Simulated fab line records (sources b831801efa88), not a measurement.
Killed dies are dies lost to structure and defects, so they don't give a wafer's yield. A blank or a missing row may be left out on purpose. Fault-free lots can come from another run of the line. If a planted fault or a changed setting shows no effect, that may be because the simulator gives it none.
A struck lot beside a sound one | flow sky130 | 14 steps out of a route of 708
Sound: wafers L101.1, L101.3, L101.5. Struck: wafers L110.2, L110.4, L110.5. At the end, the cause is stated.
At each step with rows: each side's tool, then ch and its chambers, then its first start. Under that, the readings that differ: sound wafers | struck wafers | difference of the means | sigmas: that difference in standard deviations of wafers without a fault.
alike: words and numbers the same on both sides, and readings whose means are apart by under 2 such deviations; not compared: readings that were withheld, readings missing a value for some wafer, numbers with overlapping values and no deviation given by the record, and bounds like >300 which may hide the same value.
A row with sigmas, a row that says differs or no value, or rows on one side alone: a step with any of these is where the two part. Numbers that have no deviation but don't overlap get no sigmas and don't part them. Lack of a reading on every wafer of one side parts them only where that side has two or more wafers.

SKY_METAL4_SPUTTER_04: material TiN, target thk 70 nm, time 58.3 s.
  sound: pvd-sputter-03 at day 41 20:23; struck: pvd-sputter-04 at day 44 11:46
  alike: throttle-valve-pct
SKY_CAP2M_CVD_00: deposits SiO2, target thk 15.5 nm.
  sound on pecvd-03 ch 1,2, day 41 20:26; struck on pecvd-03 ch 0,1,2, day 44 11:49
  alike: heater-power-w
SKY_CAP2M_THK_MEAS_01:
  sound: film-metro-04 at day 41 20:28; struck: film-metro-04 at day 44 11:51
  alike: CAP2M_CVD_00_THK
SKY_CAP2M_SPUTTER_02: material TiN, target thk 200 nm, time 166.7 s.
  sound: pvd-sputter-01 at day 41 20:31; struck: pvd-sputter-01 at day 44 11:54
  alike: throttle-valve-pct
SKY_CAP2M_RS_MEAS_03: measurement is done with a four-point probe.
  sound: film-metro-02 at day 41 20:38; struck: film-metro-03 at day 44 12:02
  alike: CAP2M_TIN_RS
SKY_CAP2M_THK_MEAS_04: measures by xrf.
  sound: film-metro-02 at day 41 20:45; struck: film-metro-03 at day 44 12:08
  alike: CAP2M_TIN_THK
then, 6 steps without rows for these wafers: SKY_CAP2M_DEHYDRATE_05 (time 60 s); SKY_CAP2M_HMDS_06 (prime time 60 s); SKY_CAP2M_COAT_07 (resist thk 1140 nm); SKY_CAP2M_SOFTBAKE_08 (time 60 s); SKY_CAP2M_EXPOSE_09 (exposes mask CAP2M, target cd 1000 nm); SKY_CAP2M_PEB_10.
SKY_CAP2M_DEVELOP_11: develop time 60 s.
  sound on litho-track-04 ch 0, day 42 19:26; struck on litho-track-01, day 45 09:06
  no value came back on the struck wafers for chill-plate-temp-C (C), develop-time-s (s); on the sound wafers chill-plate-temp-C (C) reads 23.04 22.99 22.90
SKY_CAP2M_OVL_MEAS_12:
  sound: overlay-02 at day 42 19:35; struck: overlay-01 at day 45 09:14
  reading        | sound       | struck | difference                    | sigmas
  CAP2M_OVL (nm) | 1.0 0.5 0.8 | - - -  | no value on the struck wafers |

## WHERE THEY PART
Last at SKY_CAP2M_OVL_MEAS_12 as far as this record goes, first at SKY_CAP2M_DEVELOP_11.

WHY: the cause the simulator had injected
Entire step skipped (litho-track-01, SKY_CAP2M_DEVELOP_11), from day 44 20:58 onward. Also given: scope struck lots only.
